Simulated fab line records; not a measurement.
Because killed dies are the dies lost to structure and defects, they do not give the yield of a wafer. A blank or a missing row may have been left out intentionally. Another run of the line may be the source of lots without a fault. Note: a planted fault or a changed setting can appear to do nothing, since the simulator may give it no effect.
A lot that was struck, set against a sound lot ; flow sky130 ; 21 steps out of a route of 708
Sound: the wafers L393.2, L393.3, L393.6. Struck: wafers L386.1, L386.3. (L386.5 of the same lot was not struck and is left out.) The cause comes at the end.
Each step with rows lists, per side, the tool, then ch with its chambers, then its first start. Under that, the readings that differ: sound wafers ; struck wafers ; difference of the means ; sigmas: that difference in standard deviations of wafers without a fault.
alike: readings whose means differ by less than 2 such deviations, and words and numbers that are the same on both sides. not compared: withheld readings, readings that some wafer has no value for, bounds like >300 that may hide the same value, and numbers for which the record gives no deviation and whose values overlap.
Wherever a step has rows on one side only, a row that says differs or no value, or a row with sigmas, the two part there. Numbers that have no deviation but don't overlap get no sigmas and don't part them. Lack of a reading on every wafer of one side parts them only where that side has two or more wafers.

SKY_LI_CONTACT_CVD_21: deposits W, target thk 400 nm, time 120.56 s.
  sound on cvd w-02 ch 1, day 33 06:18; struck on cvd w-01 ch 0,1, day 31 00:59
reading;sound;struck;difference;sigmas
heater power w (W);898 922 896;752 813;-123;-2
SKY_LI_CONTACT_RS_MEAS_22: uses a four-point probe to measure.
  sound on film metro-04, day 33 06:27; struck on film metro-02, day 31 01:11
  alike: LI_CONTACT_W_RS
SKY_LI_CONTACT_THK_MEAS_23: measures by xrf.
  sound on film metro-04, day 33 06:34; struck on film metro-02, day 31 01:18
  alike: LI_CONTACT_W_THK
SKY_LI_CONTACT_CMP_24: polishes, stops on PSG, t overpolish 20 s, target thk 0 nm.
  sound on cmp-02 ch 0,3, day 33 06:37; struck on cmp-02 ch 0,1, day 31 01:28
  alike: motor current A, overpolish run s, time to endpoint s
SKY_LOCAL_INTERCONNECT_SPUTTER_00: material TiN, target thk 100 nm, time 83.3 s.
  sound on pvd sputter-04, day 33 06:55; struck on pvd sputter-02, day 31 01:40
  alike: throttle valve pct
SKY_LOCAL_INTERCONNECT_RS_MEAS_01: uses a four-point probe to measure.
  sound on film metro-03, day 33 06:59; struck on film metro-04, day 31 01:43
  alike: LOCAL_INTERCONNECT_TIN_RS
SKY_LOCAL_INTERCONNECT_THK_MEAS_02: measures by xrf.
  sound on film metro-03, day 33 07:06; struck on film metro-04, day 31 01:50
  alike: LOCAL_INTERCONNECT_TIN_THK
then, 5 steps without rows for these wafers: SKY_LOCAL_INTERCONNECT_DEHYDRATE_03 (time 60 s); SKY_LOCAL_INTERCONNECT_HMDS_04 (prime time 60 s); SKY_LOCAL_INTERCONNECT_COAT_05 (resist thk 60 nm); SKY_LOCAL_INTERCONNECT_COAT_06 (resist thk 450 nm); SKY_LOCAL_INTERCONNECT_SOFTBAKE_07 (time 90 s).
SKY_LOCAL_INTERCONNECT_EXPOSE_08: exposes mask LI1M, target cd 170 nm.
  sound on krf scanner-02 ch 0, day 33 19:55; struck on krf scanner-02 ch 0, day 31 15:23
  alike: mask
then, 2 steps without rows for these wafers: SKY_LOCAL_INTERCONNECT_PEB_09; SKY_LOCAL_INTERCONNECT_DEVELOP_10 (develop time 60 s).
SKY_LOCAL_INTERCONNECT_CD_MEAS_11: the cd target is 170 nm.
  sound on cd sem-02, day 34 08:50; struck on cd sem-02, day 32 04:46
reading;sound;struck;difference;sigmas
cd nm (nm);168.7 169.9 168.9;121.3 123.7;-46.7;-36
SKY_LOCAL_INTERCONNECT_OVL_MEAS_12:
  sound on overlay-02, day 34 08:56; struck on overlay-01, day 32 04:53
  alike: LOCAL_INTERCONNECT_OVL
SKY_LOCAL_INTERCONNECT_ETCH_13: etches BARC in N2/H2, stops on SiO2, time 45.9 s, target depth 60 nm.
  sound on rie metal-02 ch 0,1, day 34 08:58; struck on rie metal-03 ch 1, day 32 04:56
reading;sound;struck;difference;sigmas
drypump motor current A (A);5.8 6.5 6.5;5.1 5.1;-1.2;-2
model.LOCAL_INTERCONNECT.cd nm (nm);167.7 170 169.1;121.9 124.4;-45.8;
  alike: bias w, oes product au, throttle valve pct
  not compared: rf hours counter h
SKY_LOCAL_INTERCONNECT_METAL_ETCH_14: etches TiN in Cl2/BCl3, stops on PSG, target depth 110 nm, time 31.4 s.
  sound on rie metal-02 ch 0,1, day 34 09:02; struck on rie metal-03 ch 1, day 32 04:59
reading;sound;struck;difference;sigmas
drypump motor current A (A);5.8 6.5 6.5;5.1 5.1;-1.2;-2
model.LOCAL_INTERCONNECT.cd nm (nm);166.8 169.9 169.4;121.1 124.1;-46.1;
  alike: bias w, oes product au, throttle valve pct
  not compared: rf hours counter h
SKY_LOCAL_INTERCONNECT_STRIP_15: strips in O2/N2.
  sound on plasma asher-04 ch 0,1, day 34 09:05; struck on plasma asher-01 ch 0,1, day 32 05:02
reading;sound;struck;difference;sigmas
strip time to endpoint s (s);4.763 4.756 4.770;4.709 4.721;-0.048;-2
  alike: drypump motor current A, oes product au
  not compared: rf hours counter h
-- the record jumps here: 15 days lie between the struck wafers' starts before and after (it left off in module LOCAL_INTERCONNECT and takes up again in module PAD_OPEN, whose first step shown is number 708 of the route) --
SKY_PAD_OPEN_PROBE_99:
  sound on prober-01, day 48 19:30; struck on prober-02, day 47 05:33
reading;sound;struck;difference;sigmas
killed at contacts;28 27 30;444 423;+405;+76
killed dies;78 97 95;492 492;+402;+43
killed on rim;19 14 25;96 96;+77;+19
  alike: killed_at_M0_to_M3, killed_at_M4_up, killed at front end, killed at other, killed open, killed short

WHERE THEY PART
Earliest at SKY_LI_CONTACT_CVD_21; latest, in this record, at SKY_PAD_OPEN_PROBE_99.

WHY: the cause the simulator had injected
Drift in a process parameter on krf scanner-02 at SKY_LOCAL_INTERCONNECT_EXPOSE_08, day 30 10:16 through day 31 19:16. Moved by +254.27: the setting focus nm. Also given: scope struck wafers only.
